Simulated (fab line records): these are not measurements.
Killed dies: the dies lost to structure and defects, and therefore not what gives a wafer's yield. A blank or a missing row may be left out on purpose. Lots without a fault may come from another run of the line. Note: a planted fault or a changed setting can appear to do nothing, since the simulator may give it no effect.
One fault seen from 2 desks :: flow sky130 :: each desk holds nothing but its own numbers, with what lay behind them at the end

## THE METROLOGY DESK
What the gauges read, lot by lot, whatever tool the lot ran on: means of the sampled wafers that have a number. Marked OUT: a lot whose mean sits more than 4 standard deviations from the usual mean, which makes it out of limits; the brackets give that distance.
Columns: A = cdNm at SKY_FIELD_ISO_CD_MEAS_13, usual 150.5 nm; B = FIELD_ISO_OXIDATION_01_THK at SKY_FIELD_ISO_THK_MEAS_23, usual 9.97 nm; C = FIELD_ISO_CVD_24_THK at SKY_FIELD_ISO_THK_MEAS_25, usual 595 nm; D = NWELL_OXIDATION_THK at SKY_NWELL_THK_MEAS_02, usual 9.94 nm; E = DNWELL_TW at SKY_DNWELL_TW_MEAS_09, usual 1119; F = PWDE_OVL at SKY_PWDE_OVL_MEAS_07, usual 0.0 nm
lot: L512
first seen here: day 2 20:46
A: 147.8
B: 10.17
C: 599
D: 9.85
E: 1126
F: -1.0

lot: L513
first seen here: day 2 21:38
A: 151.4
B: 9.67
C: 591
D: 9.67
E: 1123
F: 1.4

lot: L516
first seen here: day 3 11:55
A: 150.6
B: 9.92
C: 604
D: 9.75
E: 1126
F: -1.6

lot: L521
first seen here: day 4 14:53
A: 153.5
B: 10.00
C: 589
D: 9.99
E: 1125
F: 1.4

lot: L525
first seen here: day 5 10:32
A: 149.1
B: 10.20
C: 593
D: 9.81
E: 1119
F: 1.0

lot: L527
first seen here: day 5 20:32
A: 147.8
B: 9.92
C: 598
D: 10.20
E: 1117
F: 0.1
This desk found nothing out of limits on any of the 6 lots.

## FOR THE TOOL OWNER'S DESK: furnace-01
The tool's own readings at SKY_FIELD_ISO_OXIDATION_22 (stabilise 600 s, purge 300 s, target thk 10 nm): means of the sampled wafers that have a number, for each lot that ran on this tool. Marked OUT: a lot whose mean sits more than 4 standard deviations from the usual mean, which makes it out of limits; the brackets give that distance.
Columns: A = zonePowerBottomPct at SKY_FIELD_ISO_OXIDATION_22, usual 31.9 %; B = zonePowerTopPct at SKY_FIELD_ISO_OXIDATION_22, usual 35.6 %
lot: L513
first seen here: day 2 22:38
A: 33.4
B: 36.6

lot: L516
first seen here: day 3 15:24
A: 33.5
B: 36.6

lot: L521
first seen here: day 4 15:32
A: 33.1
B: 36.9
This desk found nothing out of limits on any of the 3 lots.

## ALL TOGETHER
At the metrology desk, nothing out of limits was observed.
The desk of the tool owner found nothing out of limits.

## WHAT THE SIMULATOR HAD PUT IN
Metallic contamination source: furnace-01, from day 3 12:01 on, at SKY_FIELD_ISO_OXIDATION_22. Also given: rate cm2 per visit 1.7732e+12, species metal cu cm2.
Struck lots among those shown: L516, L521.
